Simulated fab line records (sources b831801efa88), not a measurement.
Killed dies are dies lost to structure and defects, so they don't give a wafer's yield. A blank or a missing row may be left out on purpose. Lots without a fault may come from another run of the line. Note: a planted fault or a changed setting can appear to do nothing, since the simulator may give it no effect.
What tool caused it?	flow sky130	36 wafers from 12 lots sampled at 5 of the route's 708 steps

## WHAT EACH GAUGE READ, for each wafer
SKY_METAL1_OVL_MEAS_16.
lot	measured	on	METAL1_OVL (nm)
L406	day 33 05:51	overlay-01	-4 -4 -8
L407	day 33 14:03	overlay-01	-1 -6 -5
L408	day 34 04:18	overlay-02	0 5 1
L411	day 35 00:08	overlay-01	-8 -7 -8
L412	day 35 06:19	overlay-02	0 1 -5
L413	day 35 10:13	overlay-01	-1 3 0
L414	day 35 17:34	overlay-02	-3 -7 -6
L421	day 38 02:51	overlay-01	5 -5 1
L424	day 38 18:52	overlay-01	-11 -4 -6
L425	day 39 01:49	overlay-02	-2 -12 -6
L427	day 39 16:53	overlay-02	-8 -11 -6
L428	day 40 08:08	overlay-01	1 1 5

SKY_VIA1_THK_MEAS_01.
lot	measured	on	VIA1_HDPCVD_THK (nm)
L406	day 33 06:48	film_metro-01	1029 1043 1028
L407	day 33 14:59	film_metro-02	1020 1011 1026
L408	day 34 05:14	film_metro-02	1026 1031 1029
L411	day 35 01:04	film_metro-01	1032 1036 1038
L412	day 35 07:27	film_metro-01	1047 1033 1033
L413	day 35 11:09	film_metro-04	1006 1015 1017
L414	day 35 18:56	film_metro-04	1028 1042 1032
L421	day 38 03:49	film_metro-02	1033 1024 1334
L424	day 38 19:47	film_metro-02	1339 1026 1043
L425	day 39 02:44	film_metro-01	1029 1025 1017
L427	day 39 18:02	film_metro-04	1030 1030 1022
L428	day 40 09:15	film_metro-02	1038 1019 1032

SKY_VIA1_BOW_MEAS_03.
lot	measured	on	VIA1_BOW (um)
L406	day 33 07:10	film_metro-01	80 80 93
L407	day 33 15:22	film_metro-04	96 78 81
L408	day 34 05:35	film_metro-02	83 80 71
L411	day 35 01:26	film_metro-01	86 78 81
L412	day 35 07:50	film_metro-02	70 74 91
L413	day 35 11:31	film_metro-01	82 84 79
L414	day 35 19:19	film_metro-04	90 98 92
L421	day 38 04:11	film_metro-01	76 75 83
L424	day 38 20:09	film_metro-01	77 67 86
L425	day 39 03:05	film_metro-04	65 78 81
L427	day 39 18:23	film_metro-01	69 87 86
L428	day 40 09:37	film_metro-01	78 72 80

## TOOL THAT RAN EACH LOT (tool first, then ch and the chambers of the sampled wafers, then the start)
lot	SKY_VIA1_HDPCVD_00	SKY_VIA1_CMP_02
L406	hdpcvd-02 ch 0,1,2, day 33 06:41	cmp-01 ch 0,2,3, day 33 06:55
L407	hdpcvd-02 ch 0,1,2, day 33 14:52	cmp-02 ch 1,2,3, day 33 15:08
L408	hdpcvd-01 ch 0,1, day 34 05:07	cmp-01 ch 0,1,2, day 34 05:20
L411	hdpcvd-01 ch 0,2, day 35 00:58	cmp-01 ch 0,1,2, day 35 01:08
L412	hdpcvd-01 ch 0,1,2, day 35 07:22	cmp-01 ch 2,3, day 35 07:29
L413	hdpcvd-02 ch 0,2, day 35 11:02	cmp-02 ch 0,2,3, day 35 11:19
L414	hdpcvd-02 ch 0,1,2, day 35 18:49	cmp-02 ch 0,1,2, day 35 19:02
L421	hdpcvd-02 ch 0,1,2, day 38 03:42	cmp-02 ch 1,3, day 38 03:52
L424	hdpcvd-02 ch 0,1,2, day 38 19:41	cmp-01 ch 0,2,3, day 38 19:54
L425	hdpcvd-01 ch 0,2, day 39 02:37	cmp-01 ch 0,2,3, day 39 02:53
L427	hdpcvd-01 ch 1,2, day 39 17:55	cmp-01 ch 1,2,3, day 39 18:05
L428	hdpcvd-01 ch 0,1,2, day 40 09:08	cmp-02 ch 0,2,3, day 40 09:22
- SKY_VIA1_HDPCVD_00: deposits SiO2, target thk 1030 nm, time 171.7 s.
- SKY_VIA1_CMP_02: polishes SiO2.

## WHAT THE TOOLS THEMSELVES READ (means of the sampled wafers that have a number; where no wafer has one, the mark that the record gives instead)
SKY_VIA1_HDPCVD_00.
lot	tool	run_length_s (s)
L406	hdpcvd-02	198.8
L407	hdpcvd-02	199.1
L408	hdpcvd-01	198.5
L411	hdpcvd-01	199.1
L412	hdpcvd-01	198.9
L413	hdpcvd-02	199.1
L414	hdpcvd-02	198.9
L421	hdpcvd-02	214.9
L424	hdpcvd-02	214.5
L425	hdpcvd-01	199.1
L427	hdpcvd-01	199.2
L428	hdpcvd-01	198.9

SKY_VIA1_CMP_02.
lot	tool	motor_current_A (A)
L406	cmp-01	12.7
L407	cmp-02	11.5
L408	cmp-01	12.2
L411	cmp-01	12.5
L412	cmp-01	12.2
L413	cmp-02	11.8
L414	cmp-02	11.9
L421	cmp-02	11.1
L424	cmp-01	13.0
L425	cmp-01	12.7
L427	cmp-01	12.2
L428	cmp-02	11.8

## THE ANSWER, worked out from the rows above alone
Rule: usual is defined by the lots themselves. Put in order of their means at a reading, lots are off if they are a third of the lots or fewer, leave a main group of 4 or more, and stand apart from it by a gap of 3 or more times the standard deviation of the main group's means; of several such gaps the widest counts. A main group whose means are all the same, to the digits that the tables above print for the reading, isn't used. Also off: a lot with no number at a reading for which 4 or more lots have one. All remaining lots with rows at the step are treated as sound. After the gauges, taken in route order, come the tools' own readings; for these a lot's mean is taken, as printed above. At the first step where some lot is off, the reading lying furthest off is the one used; lots without a number count as furthest.
Off: L421, L424, seen at SKY_VIA1_THK_MEAS_01 (VIA1_HDPCVD_THK). The main group: mean 1028 nm, standard deviation 7.4.
If a tool, at a process step before that reading, ran all the lots that are off and no sound lot after the first of them, it fits. The gauges at SKY_VIA1_THK_MEAS_01 aren't tried: what is off there is off at SKY_VIA1_HDPCVD_00 too, on other tools, and a gauge's error can't cause that. One candidate fits, namely hdpcvd-02 at SKY_VIA1_HDPCVD_00. Its last sound lot is L414 (day 35 18:49), its first lot that is off L421 (day 38 03:42): a fault that began between those two fits.
The tool's own readings at SKY_VIA1_HDPCVD_00 bear it out: on the lots that are off they differ by more than 5 times the standard deviation of the sound lots' means. run_length_s reads 214.7 s there against 199.0 s on the sound lots.

## WHAT THE SIMULATOR HAD PUT IN
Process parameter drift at SKY_VIA1_HDPCVD_00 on hdpcvd-02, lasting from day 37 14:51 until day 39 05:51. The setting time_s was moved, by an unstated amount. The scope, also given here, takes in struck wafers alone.
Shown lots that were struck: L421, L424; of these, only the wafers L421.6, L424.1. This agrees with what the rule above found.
